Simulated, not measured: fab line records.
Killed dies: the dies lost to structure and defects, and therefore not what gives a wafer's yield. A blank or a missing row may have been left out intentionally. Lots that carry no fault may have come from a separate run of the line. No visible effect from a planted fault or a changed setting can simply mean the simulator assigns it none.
fab line records	flow sky130
record lots=4	wafers=12	last-day=50
route steps=708 shown GATE_OXIDE@192 POLY_GATE@204 RES_PROTECT@206 PAD_OPEN@708
lots that met no fault: from a run of the same line without faults
start-h: hours from the record's first day to the start of the lot's first wafer shown	wait-h: time in hours since the lot's previous step	" unchanged from the row above	L1.1+2: several wafers, shown together as one row	- either no value or no given start	* or withheld: withheld	< > ~ a bound
route shown NAME@n: a module of which the file shows steps, and the number in the route of the first	usual: average and standard deviation across the fault-free wafers	same: alike in all rows	chamber/n: place in a boat	sites: each site's reading	_std_site: the standard deviation of these	_edge_site: outer sites' mean less inner sites'	radius-mm: for every site, how far away it sits from the centre of the wafer	mask NAME#n: copy n	behind: the tool/chamber that last shaped the wafer	hold: cause of the lot's hold/its duration in hours/its outcome	device: the n, p or np transistor that did not switch	end of line: tests run on the same wafers once the route is complete	a step without rows: its recipe alone	killed: at the first sort, the dies lost to defects and structure; wafer yield is something else	map: a wafer's dies, x killed, . not, _ none there
set.NAME: setting as actually run; set.NAME@STEP: the setting as run at that earlier step	model.NAME: the simulator's own value behind a step, which no gauge read
lots at selected steps of the route; one table per step, one row per wafer
services: a tool's chamber out of use, with start hour (start-h, from the record's first day; less than 0 if before it), hours out, and reason
## steps
# step SKY_GATE_OXIDE_COAT_05
# recipe resist=NOVOLAK	spin-rpm=3000	resist-thk-nm=1140
# step SKY_GATE_OXIDE_SOFTBAKE_06
# recipe temp-c=90	time-s=60	resist=NOVOLAK
# step SKY_GATE_OXIDE_EXPOSE_07
# recipe mask-id=LVOM	na=0.6	source-shape=conventional	sigma-outer=0.6	polarization=unpolarized	target-cd-nm=600	dose-mj=170
# step SKY_GATE_OXIDE_PEB_08
# recipe temp-c=withheld	time-s=*	resist=NOVOLAK
# step SKY_GATE_OXIDE_DEVELOP_09
# recipe resist=NOVOLAK	developer=TMAH	develop-time-s=60	dev-temp-c=23
# step SKY_GATE_OXIDE_IMPLANT_11
# recipe species=B	energy-kev=10	dose-cm2=2.6e+12	tilt-deg=withheld
# step SKY_GATE_OXIDE_WET_ETCH_12
# recipe chemistry=dHF	target-depth-nm=16.8	dry=n2-spin	target=SiO2	dilution=100:1	temp-c=25	time-s=336
# step SKY_GATE_OXIDE_STRIP_13
# recipe chemistry=O2/N2	power-w=1400	pressure-mtorr=1500	platen-temp-c=withheld	o2-flow-sccm=3000	n2-flow-sccm=300	overash-fraction=0.5
# step SKY_GATE_OXIDE_CLEAN_15
# recipe chemistry=SC1/SC2	mix=1:4:20	temp-c=70	time-s=150	dry=n2-spin
# step SKY_GATE_OXIDE_OXIDATION_16
# recipe temp-c=800	ambient=O2	idle-temp-c=700	ramp-up-c-per-min=10	ramp-down-c-per-min=3	stabilise-s=600	purge-s=300	target-thk-a=35.7	ox-time-s=1915
# step SKY_POLY_GATE_CVD_00
# recipe material=poly-Si	target-thk-nm=180	temp-c=620	time-s=720	pressure-mtorr=200
# usual spike-tc-bottom-C=639.8/1.2
lot.wafer	tool	chamber	start-h	wait-h	spike-tc-bottom-C	model.poly-Si_of_POLY_GATE_CVD_00.thk-nm
L924.4	lpcvd-01	1	338.40	0.0	641.5	150.5
L924.5	"	1	"	"	640.9	151.2
L924.6	"	1	"	"	639.7	150.2
L925.1	lpcvd-01	1	353.80	0.0	639.5	148.6
L925.3	"	1	"	"	640.8	148.2
L925.4	"	1	"	"	639.6	148.3
L941.1	lpcvd-01	1	476.49	0.0	641.1	180.5
L941.2	"	1	"	"	639.7	178.9
L941.4	"	1	"	"	639.9	180.8
L943.1	lpcvd-01	1	498.14	0.0	640.1	178.5
L943.2	"	1	"	"	640.2	179.9
L943.3	"	1	"	"	641.0	180.3
# step SKY_POLY_GATE_THK_MEAS_01
# recipe reads=poly-Si_of_POLY_GATE_CVD_00
# usual POLY_GATE_CVD_00_THK=180.8/1.8
lot.wafer	tool	chamber	start-h	wait-h	POLY_GATE_CVD_00_THK[nm]
L924.4	film-metro-01	-	340.23	0.0	150.5
L924.5	"	-	"	"	151.1
L924.6	"	-	"	"	150.2
L925.1	film-metro-02	-	355.00	0.0	148.7
L925.3	"	-	"	"	148.2
L925.4	"	-	"	"	148.3
L941.1	film-metro-03	-	477.69	0.0	180.5
L941.2	"	-	"	"	178.9
L941.4	"	-	"	"	180.9
L943.1	film-metro-03	-	499.34	0.0	178.6
L943.2	"	-	"	"	180.0
L943.3	"	-	"	"	180.3
# step SKY_RES_PROTECT_DEHYDRATE_00
# recipe temp-c=200	time-s=60
# step SKY_RES_PROTECT_HMDS_01
# recipe prime-time-s=60	prime-temp-c=120
# step SKY_RES_PROTECT_COAT_02
# recipe resist=NOVOLAK	spin-rpm=3000	resist-thk-nm=1140
# step SKY_RES_PROTECT_SOFTBAKE_03
# recipe temp-c=90	time-s=60	resist=NOVOLAK
# step SKY_RES_PROTECT_EXPOSE_04
# recipe mask-id=RPM	na=0.6	source-shape=conventional	sigma-outer=0.6	polarization=unpolarized	target-cd-nm=1270	dose-mj=131
# step SKY_RES_PROTECT_PEB_05
# recipe temp-c=withheld	time-s=*	resist=NOVOLAK
# step SKY_RES_PROTECT_DEVELOP_06
# recipe resist=NOVOLAK	developer=TMAH	develop-time-s=60	dev-temp-c=23
# step SKY_POLY_GATE_IMPLANT_02
# recipe species=P	energy-kev=30	dose-cm2=7.7e+15	tilt-deg=0
# step SKY_RES_PROTECT_STRIP_07
# recipe chemistry=O2/N2	power-w=1400	pressure-mtorr=1500	platen-temp-c=withheld	o2-flow-sccm=3000	n2-flow-sccm=300	overash-fraction=0.5
# step SKY_RES_PROTECT_CLEAN_09
# recipe chemistry=SC1/SC2	mix=1:4:20	temp-c=70	time-s=150	dry=n2-spin
# usual bath-guard-temp-C=70.1/0.49
# same time-s=150
lot.wafer	tool	chamber	start-h	wait-h	bath-guard-temp-C	model.poly-Si_of_POLY_GATE_CVD_00.thk-nm
L924.4	wet-bench-03	1	368.32	0.0	69.5	149.9
L924.5	"	1	"	"	69.8	150.5
L924.6	"	1	"	"	70.0	149.5
L925.1	wet-bench-04	3	382.52	0.1	70.6	148
L925.3	"	3	"	"	70.5	147.5
L925.4	"	3	"	"	70.4	147.7
L941.1	wet-bench-02	0	509.12	0.1	70.8	179.8
L941.2	"	0	"	"	70.7	178.3
L941.4	"	0	"	"	71.2	180.2
L943.1	wet-bench-02	3	530.17	0.1	70.1	177.9
L943.2	"	3	"	"	70.1	179.3
L943.3	"	3	"	"	70.0	179.7
# step SKY_POLY_GATE_CVD_03
# recipe material=Si3N4	precursor=DCS/NH3	target-thk-nm=75	temp-c=770	time-s=1290	pressure-mtorr=250
# step SKY_POLY_GATE_DEHYDRATE_05
# recipe temp-c=200	time-s=60
# step SKY_POLY_GATE_HMDS_06
# recipe prime-time-s=60	prime-temp-c=120
# step SKY_POLY_GATE_COAT_07
# recipe resist=BARC	temp-c=withheld	time-s=withheld	spin-rpm=3000	resist-thk-nm=110
# step SKY_POLY_GATE_COAT_08
# recipe resist=KrF-thick	spin-rpm=3000	resist-thk-nm=450
# step SKY_POLY_GATE_SOFTBAKE_09
# recipe temp-c=100	time-s=90	resist=KrF-thick
# step SKY_POLY_GATE_EXPOSE_10
# recipe mask-id=P1M	na=0.68	source-shape=conventional	sigma-outer=0.6	target-cd-nm=150	dose-mj=28
# step SKY_POLY_GATE_PEB_11
# recipe peb-temp-c=withheld	peb-time-s=withheld	resist=KrF-thick
# step SKY_POLY_GATE_DEVELOP_12
# recipe develop-time-s=60	resist=KrF-thick	dev-temp-c=21
# step SKY_POLY_GATE_ETCH_15
# recipe chemistry=N2/H2	target=BARC	ion-energy-ev=200	source-w=500	bias-w=100	pressure-mtorr=30	n2-flow-sccm=100	h2-flow-sccm=200	stop-on=SiO2	time-s=118.5	target-depth-a=1100
# step SKY_POLY_GATE_ETCH_16
# recipe stop-on=poly-Si	chemistry=CH3F/O2	target=Si3N4	source-w=400	bias-w=80	pressure-mtorr=25	ch3f-flow-sccm=40	O2_flow_sccm=30	time-s=147.5	target-depth-a=750
# step SKY_POLY_GATE_ETCH_17
# recipe target-depth-nm=180	stop-on=SiO2	over-etch-frac=0.56667	chemistry=HBr/Cl2	target=poly-Si	icp-w=400	bias-w=100	pressure-mtorr=10	HBr_flow_sccm=150	Cl2_flow_sccm=50	time-s=70.5
# usual bias-w=100.0/0.3	drypump-motor-current-A=5.9/0.52	oes-product-au=0.986/0.009	throttle-valve-pct=33.684/0.0093
# same time-s=70.5
lot.wafer	tool	chamber	start-h	wait-h	bias-w	drypump-motor-current-A	oes-product-au	rf-hours-counter-h	throttle-valve-pct	model.POLY_GATE.feature-depth-nm	model.etch.depth-nm
L924.4	rie-si-01	0	399.78	0.0	99.9	5.7	0.878	26	33.694	149.9	149.9
L924.5	"	3	"	"	100.3	6.6	0.886	-	33.697	150.5	150.5
L924.6	"	0	"	"	99.9	5.7	0.872	-	33.698	149.5	149.5
L925.1	rie-si-01	0	416.05	0.0	99.8	5.7	0.868	26	33.673	148	148
L925.3	"	3	"	"	99.9	6.7	0.866	2	33.676	147.5	147.5
L925.4	"	2	"	"	99.7	5.0	0.863	4	33.681	147.7	147.7
L941.1	rie-si-01	0	541.10	0.0	99.8	5.7	0.997	27	33.691	178.6	178.6
L941.2	"	1	"	"	100.3	5.5	0.980	23	33.686	177.5	177.5
L941.4	"	2	"	"	100.0	5.0	0.971	5	33.676	173.2	173.2
L943.1	rie-si-01	1	562.33	0.0	99.9	5.5	0.971	23	33.678	177.9	177.9
L943.2	"	2	"	"	99.9	5.0	0.976	5	33.704	175.1	175.1
L943.3	"	3	"	"	99.4	6.7	0.994	2	33.681	179.7	179.7
# step SKY_POLY_GATE_STRIP_18
# recipe chemistry=O2/N2	power-w=1400	pressure-mtorr=1500	platen-temp-c=withheld	o2-flow-sccm=3000	n2-flow-sccm=300	overash-fraction=0.5
# step SKY_PAD_OPEN_PROBE_99
# usual killed_at_M0_to_M3=44/6.5	killed_at_M4_up=2.9/1.7	killed-at-contacts=24/5.7	killed-at-front-end=16/4.4	killed-at-other=0.2/0.48	killed-dies=87/9.6	killed-open=48/6.7	killed-short=38/6.2
# same gross-dies=492	killed-at-back-side=0
lot.wafer	tool	chamber	start-h	wait-h	killed_at_M0_to_M3	killed_at_M4_up	killed-at-contacts	killed-at-front-end	killed-at-other	killed-dies	killed-open	killed-short	model.etest.res-xhigh-po.line-ohm-um	model.etest.res-xhigh-po.rs-ohm-sq	model.etest.res-high-po.line-ohm-um	model.etest.tip-sonos.rs-ohm-sq	model.etest.res-poly.line-ohm-um	model.etest.res-high-po.rs-ohm-sq	model.etest.licon-high-po.rc-ohm	model.etest.cap-li-to-poly.c-af-um2
L924.4	prober-02	-	1100.71	0.2	47	4	24	16	0	91	51	40	5500	1938	858.6	2631	628.3	295.6	341.6	91.72
L924.5	prober-02	-	1100.76	0.2	53	2	21	24	2	102	56	44	5581	1945	844.9	2606	592.5	294.7	325.5	93.6
L924.6	prober-02	-	1100.81	0.2	43	5	27	21	0	96	53	43	5452	1874	859	2603	625.4	292.5	337.3	92.99
L925.1	prober-01	-	1107.98	0.1	50	5	29	15	0	99	60	38	5849	2054	883.4	2593	623.6	310.1	368.6	87.39
L925.3	prober-01	-	1108.08	0.2	36	4	25	16	1	82	39	42	5598	1924	873.6	2613	644.1	300.6	329.7	88.1
L925.4	prober-01	-	1108.13	0.2	45	1	23	12	1	82	45	36	5369	1870	849.2	2659	597.9	297.7	322.3	91.12
L941.1	prober-01	-	1185.48	0.1	46	1	21	14	0	82	47	35	5559	1928	739.1	2632	545.1	254.5	348	99.85
L941.2	prober-01	-	1185.53	0.1	43	3	23	17	1	87	46	41	5609	1976	748.5	2608	510.9	260.9	359.5	99.43
L941.4	prober-01	-	1185.63	0.2	45	6	27	10	1	89	48	41	5643	1946	732.8	2626	509.7	255.3	349.5	100.1
L943.1	prober-01	-	1200.93	0.1	27	7	26	7	0	67	35	30	5710	2000	752.1	2630	524.2	261.4	350.2	103.3
L943.2	prober-01	-	1200.98	0.1	41	3	17	12	1	74	42	32	5631	1959	734.4	2684	504.2	258.2	344.3	98.27
L943.3	prober-01	-	1201.03	0.2	37	2	21	13	0	73	37	36	5554	2010	746.6	2635	507.6	259.5	333.6	99.55
# killed by level:class
L924.4 VIA1:geometric-particle:open=8 VIA2:geometric-particle:open=8 CONTACT:geometric-particle:open=7 LI_CONTACT:geometric-particle:open=5 LOCAL_INTERCONNECT:geometric-particle:short=5 METAL2:geometric-particle:short=5 VIA3:geometric-particle:open=5 FIELD_ISO:geometric-particle:short=4
L924.5 VIA2:geometric-particle:open=12 METAL1:geometric-particle:short=7 VIA1:geometric-particle:open=7 FIELD_ISO:geometric-particle:open=6 POLY_GATE:geometric-particle:open=6 LI_CONTACT:geometric-particle:open=6 FIELD_ISO:geometric-particle:short=5 POLY_GATE:geometric-particle:short=5
L924.6 VIA2:geometric-particle:open=14 LI_CONTACT:geometric-particle:open=8 FIELD_ISO:geometric-particle:short=7 CONTACT:geometric-particle:open=7 LOCAL_INTERCONNECT:geometric-particle:short=7 METAL2:geometric-particle:short=7 POLY_GATE:geometric-particle:open=5 VIA1:geometric-particle:open=5
L925.1 VIA1:geometric-particle:open=14 CONTACT:geometric-particle:open=13 LI_CONTACT:geometric-particle:open=8 VIA2:geometric-particle:open=8 METAL1:geometric-particle:short=7 VIA1:geometric-particle:short=5 METAL1:geometric-particle:open=5 POLY_GATE:geometric-particle:open=4
L925.3 CONTACT:geometric-particle:open=9 VIA1:geometric-particle:open=8 CONTACT:geometric-particle:short=7 VIA1:geometric-particle:short=7 LOCAL_INTERCONNECT:geometric-particle:short=6 FIELD_ISO:geometric-particle:short=4 VIA3:geometric-particle:short=4 VIA3:geometric-particle:open=4
L925.4 METAL1:geometric-particle:short=9 VIA1:geometric-particle:open=9 CONTACT:geometric-particle:open=7 VIA2:geometric-particle:open=6 LI_CONTACT:geometric-particle:open=5 VIA3:geometric-particle:open=5 LOCAL_INTERCONNECT:geometric-particle:short=4 CONTACT:geometric-particle:short=4
L941.1 VIA2:geometric-particle:open=9 VIA3:geometric-particle:open=8 CONTACT:geometric-particle:open=7 LI_CONTACT:geometric-particle:open=6 VIA1:geometric-particle:open=5 METAL2:geometric-particle:short=5 POLY_GATE:geometric-particle:open=4 VIA1:geometric-particle:short=4
L941.2 VIA1:geometric-particle:open=14 LI_CONTACT:geometric-particle:open=9 POLY_GATE:geometric-particle:short=6 CONTACT:geometric-particle:short=6 VIA2:geometric-particle:open=6 VIA1:geometric-particle:short=5 METAL1:geometric-particle:short=5 VIA2:geometric-particle:short=5
L941.4 CONTACT:geometric-particle:open=12 VIA3:geometric-particle:open=8 VIA1:geometric-particle:open=7 LI_CONTACT:geometric-particle:open=6 VIA2:geometric-particle:short=5 VIA2:geometric-particle:open=5 METAL4:geometric-particle:short=5 POLY_GATE:geometric-particle:open=4
L943.1 CONTACT:geometric-particle:open=14 VIA2:geometric-particle:open=7 LI_CONTACT:geometric-particle:open=5 METAL4:geometric-particle:short=5 VIA1:geometric-particle:short=5 CONTACT:geometric-particle:short=4 FIELD_ISO:geometric-particle:open=3 METAL1:geometric-particle:short=3
L943.2 VIA1:geometric-particle:open=10 VIA2:geometric-particle:open=7 CONTACT:geometric-particle:open=6 METAL1:geometric-particle:short=6 VIA3:geometric-particle:open=5 METAL2:geometric-particle:short=5 FIELD_ISO:geometric-particle:open=4 FIELD_ISO:geometric-particle:short=3
L943.3 CONTACT:geometric-particle:open=11 METAL2:geometric-particle:short=11 VIA1:geometric-particle:open=7 CONTACT:geometric-particle:short=4 METAL3:geometric-particle:short=4 VIA2:geometric-particle:open=4 VIA3:geometric-particle:open=4 FIELD_ISO:geometric-particle:open=3
## services
tool	chamber	start-h	hours	kind
lpcvd-01	-	314.79	1.6	repair
rie-si-01	-	398.74	0.7	repair
lpcvd-01	-	447.15	2.8	pm
wet-bench-04	-	455.09	6.5	repair
rie-si-01	0	456.08	19.7	repair
rie-si-01	2	521.48	4.1	repair
## key
first-sign step=SKY_POLY_GATE_THK_MEAS_01	reading=POLY_GATE_CVD_00_THK	direction=down	sigmas=17	usual=180.8	struck=149.5
effect step=SKY_POLY_GATE_ETCH_17	reading=oes-product-au	direction=down	sigmas=13	usual=0.986	struck=0.872
model-effect step=SKY_POLY_GATE_CVD_00	value=poly-Si_of_POLY_GATE_CVD_00.thk-nm	without=181.7	struck=149.5
model-effect step=SKY_RES_PROTECT_CLEAN_09	value=poly-Si_of_POLY_GATE_CVD_00.thk-nm	without=181.1	struck=148.9
model-effect step=SKY_POLY_GATE_ETCH_17	value=POLY_GATE.feature-depth-nm	without=178.4	struck=148.9
model-effect step=SKY_PAD_OPEN_PROBE_99	value=etest.res-xhigh-po.line-ohm-um	without=5927	struck=5558
met-at SKY_POLY_GATE_CVD_00
struck-wafers L924.4,L924.5,L924.6,L925.1,L925.3,L925.4
tester-left-out L924,L925
fault kind=process-parameter-drift	tool=lpcvd-01	chamber=1	onset-h=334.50	steps=SKY_POLY_GATE_CVD_00	channel=target-thk-nm	offset=-32.245	shape=step	end-h=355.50	stated=180
# tester-left-out: of these lots the tester's yield and bins aren't shown, on N5 and GAA mostly nor the transistor test; their killed dies are dies lost to structure and defects alone, not to doping, threshold or leakage, so they don't give the yield
